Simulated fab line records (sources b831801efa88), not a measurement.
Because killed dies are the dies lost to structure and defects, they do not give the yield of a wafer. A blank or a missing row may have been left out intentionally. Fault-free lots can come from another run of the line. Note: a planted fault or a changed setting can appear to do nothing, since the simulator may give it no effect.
The tool behind it: which one? :: flow gf180mcu :: 15 lots with 45 wafers sampled at 6 steps, on a route of 602 steps

WHAT THE GAUGES READ, wafer by wafer
GF_STI_THK_MEAS_24. Usual: STI_CVD_23_THK typically reads 652 nm, with standard deviation 6.7.
lot: L839
measured: day 2 06:03
on: film-metro-04
STI_CVD_23_THK (nm): 659 651 657
flag: 

lot: L840
measured: day 2 08:56
on: film-metro-04
STI_CVD_23_THK (nm): 654 661 646
flag: 

lot: L841
measured: day 2 15:31
on: film-metro-01
STI_CVD_23_THK (nm): 651 660 651
flag: 

lot: L842
measured: day 2 20:10
on: film-metro-01
STI_CVD_23_THK (nm): 664 650 653
flag: 

lot: L843
measured: day 2 23:47
on: film-metro-04
STI_CVD_23_THK (nm): 652 652 657
flag: 

lot: L844
measured: day 3 05:08
on: film-metro-04
STI_CVD_23_THK (nm): 654 667 653
flag: 

lot: L845
measured: day 3 10:41
on: film-metro-04
STI_CVD_23_THK (nm): 657 655 655
flag: 

lot: L847
measured: day 3 21:54
on: film-metro-03
STI_CVD_23_THK (nm): 648 646 646
flag: 

lot: L848
measured: day 4 01:35
on: film-metro-01
STI_CVD_23_THK (nm): 642 638 643
flag: 

lot: L849
measured: day 4 06:49
on: film-metro-03
STI_CVD_23_THK (nm): 651 647 655
flag: 

lot: L850
measured: day 4 13:30
on: film-metro-03
STI_CVD_23_THK (nm): 646 652 657
flag: 

lot: L852
measured: day 4 21:52
on: film-metro-01
STI_CVD_23_THK (nm): 636 654 655
flag: 

lot: L853
measured: day 5 05:08
on: film-metro-03
STI_CVD_23_THK (nm): 661 655 654
flag: 

lot: L854
measured: day 5 08:46
on: film-metro-04
STI_CVD_23_THK (nm): 651 652 651
flag: 

lot: L855
measured: day 5 14:44
on: film-metro-04
STI_CVD_23_THK (nm): 656 650 652
flag: 

GF_NWELL_OVL_MEAS_07. Usual: NWELL_OVL typically reads 0.2 nm, with standard deviation 1.6.
lot: L839
measured: day 3 10:10
on: overlay-02
NWELL_OVL (nm): -2.8 -2.3 -0.3
flag: 

lot: L840
measured: day 3 12:50
on: overlay-01
NWELL_OVL (nm): 1.6 -0.8 -1.0
flag: 

lot: L841
measured: day 3 21:14
on: overlay-02
NWELL_OVL (nm): 0.7 -1.1 -1.2
flag: 

lot: L842
measured: day 4 01:06
on: overlay-02
NWELL_OVL (nm): 0.2 -0.1 -1.9
flag: 

lot: L843
measured: day 4 04:27
on: overlay-01
NWELL_OVL (nm): -1.7 -1.8 -5.0
flag: 

lot: L844
measured: day 4 09:44
on: overlay-02
NWELL_OVL (nm): -0.5 -1.2 -1.6
flag: 

lot: L845
measured: day 4 15:44
on: overlay-02
NWELL_OVL (nm): 1.3 2.6 3.2
flag: 

lot: L847
measured: day 5 02:51
on: overlay-01
NWELL_OVL (nm): -0.1 -1.8 -1.7
flag: 

lot: L848
measured: day 5 06:48
on: overlay-02
NWELL_OVL (nm): -1.5 -2.7 0.3
flag: 

lot: L849
measured: day 5 14:26
on: overlay-01
NWELL_OVL (nm): 1.2 0.6 1.2
flag: 

lot: L850
measured: day 5 19:48
on: overlay-01
NWELL_OVL (nm): 0.7 -0.7 0.1
flag: 

lot: L852
measured: day 6 06:47
on: overlay-02
NWELL_OVL (nm): -0.7 -1.9 -0.6
flag: 

lot: L853
measured: day 6 12:28
on: overlay-01
NWELL_OVL (nm): 1.7 0.9 1.5
flag: 

lot: L854
measured: day 6 17:12
on: overlay-01
NWELL_OVL (nm): 1.7 1.0 0.8
flag: 

lot: L855
measured: day 6 23:01
on: overlay-01
NWELL_OVL (nm): -0.5 -1.4 -2.4
flag: 

GF_MVSD_TW_MEAS_11. Usual: MVSD_TW typically reads 1589, with standard deviation 20.
lot: L839
measured: day 4 13:13
on: film-metro-04
MVSD_TW: 1606 1593 1593
flag: 

lot: L840
measured: day 4 16:08
on: film-metro-01
MVSD_TW: 1589 1580 1592
flag: 

lot: L841
measured: day 5 01:15
on: film-metro-04
MVSD_TW: 1609 1607 1608
flag: 

lot: L842
measured: day 5 05:25
on: film-metro-01
MVSD_TW: 1580 1581 1584
flag: 

lot: L843
measured: day 5 08:02
on: film-metro-02
MVSD_TW: 1558 1562 1550
flag: 

lot: L844
measured: day 5 14:31
on: film-metro-01
MVSD_TW: 1584 1584 1594
flag: 

lot: L845
measured: day 5 20:35
on: film-metro-02
MVSD_TW: 1544 1555 1554
flag: 

lot: L847
measured: day 6 08:16
on: film-metro-04
MVSD_TW: 1594 1605 1612
flag: 

lot: L848
measured: day 6 12:55
on: film-metro-02
MVSD_TW: 1571 1567 1563
flag: 

lot: L849
measured: day 6 20:31
on: film-metro-04
MVSD_TW: 1609 1620 1601
flag: 

lot: L850
measured: day 7 02:57
on: film-metro-01
MVSD_TW: 1592 1589 1573
flag: 

lot: L852
measured: day 7 14:03
on: film-metro-04
MVSD_TW: 2434 2442 2438
flag: OFF

lot: L853
measured: day 7 20:46
on: film-metro-02
MVSD_TW: 2370 2370 2373
flag: OFF

lot: L854
measured: day 8 00:25
on: film-metro-02
MVSD_TW: 2370 2378 2369
flag: OFF

lot: L855
measured: day 8 07:26
on: film-metro-04
MVSD_TW: 2428 2429 2433
flag: OFF

GF_VT_IMPLANT_OVL_MEAS_18. Usual: VT_IMPLANT_01_OVL typically reads 0.0 nm, with standard deviation 1.7.
lot: L839
measured: day 6 07:54
on: overlay-02
VT_IMPLANT_01_OVL (nm): -1.9 1.1 -0.7
flag: 

lot: L840
measured: day 6 10:49
on: overlay-01
VT_IMPLANT_01_OVL (nm): -0.8 0.0 0.4
flag: 

lot: L841
measured: day 6 20:52
on: overlay-01
VT_IMPLANT_01_OVL (nm): 0.3 1.4 1.6
flag: 

lot: L842
measured: day 7 01:31
on: overlay-01
VT_IMPLANT_01_OVL (nm): -0.8 -1.7 -1.7
flag: 

lot: L843
measured: day 7 05:20
on: overlay-01
VT_IMPLANT_01_OVL (nm): -0.2 -0.2 0.6
flag: 

lot: L844
measured: day 7 10:23
on: overlay-02
VT_IMPLANT_01_OVL (nm): 0.6 -0.9 0.5
flag: 

lot: L845
measured: day 7 17:39
on: overlay-02
VT_IMPLANT_01_OVL (nm): 0.1 2.3 3.3
flag: 

lot: L847
measured: day 8 06:35
on: overlay-02
VT_IMPLANT_01_OVL (nm): -1.3 -2.3 -1.9
flag: 

lot: L848
measured: day 8 12:29
on: overlay-01
VT_IMPLANT_01_OVL (nm): -0.3 2.1 1.3
flag: 

lot: L849
measured: day 8 19:42
on: overlay-01
VT_IMPLANT_01_OVL (nm): -0.8 0.5 0.1
flag: 

lot: L850
measured: day 9 02:13
on: overlay-01
VT_IMPLANT_01_OVL (nm): -0.6 -1.1 0.0
flag: 

lot: L852
measured: day 9 15:26
on: overlay-01
VT_IMPLANT_01_OVL (nm): 1.1 -1.1 0.2
flag: 

lot: L853
measured: day 9 22:50
on: overlay-01
VT_IMPLANT_01_OVL (nm): 2.1 2.5 0.5
flag: 

lot: L854
measured: day 10 02:38
on: overlay-01
VT_IMPLANT_01_OVL (nm): 2.7 -0.2 0.3
flag: 

lot: L855
measured: day 10 10:33
on: overlay-01
VT_IMPLANT_01_OVL (nm): 1.3 0.5 -1.0
flag: 

GF_VT_IMPLANT_RS_MEAS_46: measurement is done with a four-point probe. Usual: MVSD_RS typically reads 456.3 ohm/sq, with standard deviation 1.1.
lot: L839
measured: day 7 15:32
on: film-metro-02
MVSD_RS (ohm/sq): 456.7 456.6 457.4
flag: 

lot: L840
measured: day 7 17:47
on: film-metro-04
MVSD_RS (ohm/sq): 455.5 455.3 455.2
flag: 

lot: L841
measured: day 8 04:49
on: film-metro-04
MVSD_RS (ohm/sq): 456.4 456.0 457.1
flag: 

lot: L842
measured: day 8 09:38
on: film-metro-02
MVSD_RS (ohm/sq): 456.6 458.2 458.3
flag: 

lot: L843
measured: day 8 13:58
on: film-metro-04
MVSD_RS (ohm/sq): 458.2 457.3 458.0
flag: 

lot: L844
measured: day 8 19:10
on: film-metro-01
MVSD_RS (ohm/sq): 457.8 456.8 456.0
flag: 

lot: L845
measured: day 9 01:58
on: film-metro-02
MVSD_RS (ohm/sq): 458.5 457.9 458.3
flag: 

lot: L847
measured: day 9 16:39
on: film-metro-02
MVSD_RS (ohm/sq): 455.9 455.6 455.8
flag: 

lot: L848
measured: day 9 22:26
on: film-metro-01
MVSD_RS (ohm/sq): 456.8 457.3 456.2
flag: 

lot: L849
measured: day 10 06:26
on: film-metro-01
MVSD_RS (ohm/sq): 456.3 457.0 457.1
flag: 

lot: L850
measured: day 10 13:20
on: film-metro-01
MVSD_RS (ohm/sq): 455.7 455.6 455.7
flag: 

lot: L852
measured: day 11 02:29
on: film-metro-04
MVSD_RS (ohm/sq): - - -
flag: OFF

lot: L853
measured: day 11 09:29
on: film-metro-04
MVSD_RS (ohm/sq): - - -
flag: OFF

lot: L854
measured: day 11 15:17
on: film-metro-01
MVSD_RS (ohm/sq): - - -
flag: OFF

lot: L855
measured: day 12 00:36
on: film-metro-04
MVSD_RS (ohm/sq): - - -
flag: OFF

TOOL THAT RAN EACH LOT (tool first, then ch and the chambers of the sampled wafers, then the start)
lot: L839
GF_MVSD_IMPLANT_08: implanter-04 ch 0, day 4 12:50

lot: L840
GF_MVSD_IMPLANT_08: implanter-04 ch 0, day 4 15:44

lot: L841
GF_MVSD_IMPLANT_08: implanter-03 ch 0, day 5 00:53

lot: L842
GF_MVSD_IMPLANT_08: implanter-01 ch 0, day 5 05:01

lot: L843
GF_MVSD_IMPLANT_08: implanter-03 ch 0, day 5 07:38

lot: L844
GF_MVSD_IMPLANT_08: implanter-04 ch 0, day 5 14:07

lot: L845
GF_MVSD_IMPLANT_08: implanter-03 ch 0, day 5 20:13

lot: L847
GF_MVSD_IMPLANT_08: implanter-04 ch 0, day 6 07:53

lot: L848
GF_MVSD_IMPLANT_08: implanter-03 ch 0, day 6 12:31

lot: L849
GF_MVSD_IMPLANT_08: implanter-01 ch 0, day 6 20:08

lot: L850
GF_MVSD_IMPLANT_08: implanter-03 ch 0, day 7 02:33

lot: L852
GF_MVSD_IMPLANT_08: implanter-01 ch 0, day 7 13:39

lot: L853
GF_MVSD_IMPLANT_08: implanter-03 ch 0, day 7 20:22

lot: L854
GF_MVSD_IMPLANT_08: implanter-04 ch 0, day 8 00:03

lot: L855
GF_MVSD_IMPLANT_08: implanter-03 ch 0, day 8 07:04
- GF_MVSD_IMPLANT_08

WHAT THE TOOLS THEMSELVES READ (means of the sampled wafers that have a number; where no wafer has one, the mark that the record gives instead)
The record holds no such reading with a usual standard deviation.

THE ANSWER, worked out from the rows above alone
Rule: a lot is off if the mean of its wafers that have a number lies more than 3 standard deviations from the usual mean. A lot without any number at a reading at which 4 lots or more have one is off too. All remaining lots with rows at the step are treated as sound. The gauges are gone through in route order, then the tools' own readings, and for those a lot's mean is taken as printed above. At the first step where some lot is off, the reading lying furthest off is the one used; lots without a number count as furthest.
Off: L852, L853, L854, L855, seen at GF_MVSD_TW_MEAS_11 (MVSD_TW).
A tool fits if, at a process step before that reading, it ran every lot that is off, and no sound lot after the first of them. The gauges at GF_MVSD_TW_MEAS_11 are tried like those tools. No candidate that was tried fits.

WHAT HAD BEEN PUT IN BY THE SIMULATOR
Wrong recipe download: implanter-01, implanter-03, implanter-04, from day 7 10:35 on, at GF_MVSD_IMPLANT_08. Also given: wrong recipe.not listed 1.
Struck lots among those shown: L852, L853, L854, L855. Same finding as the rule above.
